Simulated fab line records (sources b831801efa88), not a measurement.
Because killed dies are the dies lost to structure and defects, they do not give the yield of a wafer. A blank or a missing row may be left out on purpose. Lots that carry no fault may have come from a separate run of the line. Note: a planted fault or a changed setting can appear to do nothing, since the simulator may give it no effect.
A lot that was struck, set against a sound lot -- flow sky130 -- 13 steps out of a route of 708
Sound: the wafers L538.2, L538.3, L538.6. Wafers L544.2, L544.3, L544.5 were the ones struck. Last of all comes the cause.
Per side, at each step with rows, come the tool, then ch with its chambers, and then its first start. Under that, the readings that differ: sound wafers -- struck wafers -- difference of the means -- sigmas: that difference in standard deviations of wafers without a fault.
alike: readings with means less than 2 such deviations apart, plus words and numbers identical on both sides. not compared: withheld readings, readings lacking a value on some wafer, bounds such as >300 that could conceal the same value, and numbers that have no deviation in the record and whose values overlap.
Wherever a step has rows on one side only, a row that says differs or no value, or a row with sigmas, the two part there. Numbers that don't overlap but have no deviation are shown without sigmas and don't part them. A reading that every wafer of one side lacks parts them only if that side has two wafers or more.

SKY_NWELL_TW_MEAS_26:
  struck on film metro-01, day 7 18:59; sound on film metro-03, day 6 09:15
  alike: NWELL_2_TW
then, 1 step without rows for these wafers: SKY_NWELL_CLEAN_27 (cleans in SC1/SC2, time 150 s).
SKY_NWELL_RTA_28: time 30 s.
  sound on rtp anneal-01 ch 0, day 6 09:22; struck on rtp anneal-01 ch 0, day 7 19:06
  alike: lamp power pct, ramp down c per s, wafer_temp_C_max
SKY_NWELL_RS_MEAS_29: measures by four-point-probe.
  struck on film metro-03, day 7 19:12; sound on film metro-03, day 6 09:28
  alike: NWELL_RS
SKY_NWELL_RS_MEAS_31: measures by four-point-probe.
  struck on film metro-03, day 7 19:26; sound on film metro-03, day 6 09:43
  alike: PWDE_RS
then, 6 steps without rows for these wafers: SKY_VT_ADJUST_HVTP_DEHYDRATE_00 (time 60 s); SKY_VT_ADJUST_HVTP_HMDS_01 (prime time 60 s); SKY_VT_ADJUST_HVTP_COAT_02 (resist thk 1140 nm); SKY_VT_ADJUST_HVTP_SOFTBAKE_03 (time 60 s); SKY_VT_ADJUST_HVTP_EXPOSE_04 (exposes mask HVTPM, target cd 380 nm); SKY_VT_ADJUST_HVTP_PEB_05.
SKY_VT_ADJUST_HVTP_DEVELOP_06: develop time 60 s.
  sound on litho track-02 ch 0, day 7 09:49; struck on litho track-02, day 8 16:16
  no value came back on the struck wafers for chill plate temp C (C), develop time s (s); on the sound wafers chill plate temp C (C) reads 22.95 22.94 23.10
SKY_VT_ADJUST_HVTP_CD_MEAS_07: target cd 380 nm.
  struck on cd sem-01, day 8 16:25; sound on cd sem-01, day 7 09:58
reading,sound,struck,difference,sigmas
cd nm (nm),378.8 378.1 379.4,- - -,no value on the struck wafers,

== WHERE THEY PART ==
Last at SKY_VT_ADJUST_HVTP_CD_MEAS_07 as far as this record goes, first at SKY_VT_ADJUST_HVTP_DEVELOP_06.

WHY: what the simulator had put in
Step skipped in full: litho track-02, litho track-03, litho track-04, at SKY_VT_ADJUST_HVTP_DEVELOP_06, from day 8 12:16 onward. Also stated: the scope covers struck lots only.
